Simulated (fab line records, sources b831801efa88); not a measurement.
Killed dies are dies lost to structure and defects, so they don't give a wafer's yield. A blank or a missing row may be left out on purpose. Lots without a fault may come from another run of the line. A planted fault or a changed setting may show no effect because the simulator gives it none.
Chamber matching | flow gf180mcu | GF_V2_ETCH_16 on rie_diel-04: 4 sister chambers
The step etches BARC in N2/H2. 8 wafers are shown with their chamber, then 8 later ones without.

WAFERS WITH THEIR CHAMBER
wafer  | chamber | drypump_motor_current_A (A) | chamber_pressure_mTorr (mTorr)
L339.5 | 1       | 6.3                         | 29.96
L341.3 | 2       | 5.7                         | 30.01
L343.5 | 3       | 5.9                         | 29.99
L347.6 | 3       | 5.9                         | 29.99
L355.3 | 0       | 5.9                         | 29.98
L355.4 | 1       | 6.2                         | 29.98
L355.5 | 0       | 5.9                         | 30.03
L358.2 | 2       | 5.7                         | 30.02

WAFERS WITHOUT THEIR CHAMBER
wafer  | drypump_motor_current_A (A) | chamber_pressure_mTorr (mTorr)
L358.3 | 6.3                         | 29.94
L358.4 | 5.9                         | 29.99
L359.3 | 5.7                         | 29.99
L359.5 | 5.9                         | 30.07
L359.6 | 5.9                         | 29.97
L361.1 | 5.9                         | 29.96
L361.4 | 6.3                         | 29.97
L361.5 | 5.9                         | 29.96

WHICH CHAMBER EACH WENT THROUGH
wafer  | from the rows above     | in truth
L358.3 | 1                       | 1
L358.4 | can't be placed: 3 or 0 | 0
L359.3 | 2                       | 2
L359.5 | can't be placed: 0 or 3 | 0
L359.6 | can't be placed: 3 or 0 | 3
L361.1 | can't be placed: 3 or 0 | 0
L361.4 | 1                       | 1
L361.5 | can't be placed: 3 or 0 | 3
Placed correctly: 3 of 8. Can't be placed from these rows: 5 (the true chamber is among the candidates in 5). Placed wrongly: 0.
How it was worked out, from the rows above alone: a wafer's distance from a chamber is the root of the sum, over the readings, of the square of ((its reading less the chamber's mean) divided by the reading's scatter). The wafer belongs to the nearest chamber; if the next one is less than 2 further off, it can't be placed. A chamber's mean is the mean of its shown wafers. The scatter: the root of (the sum of the squares of (reading less its chamber's mean) over the shown wafers, divided by (wafers less chambers)).
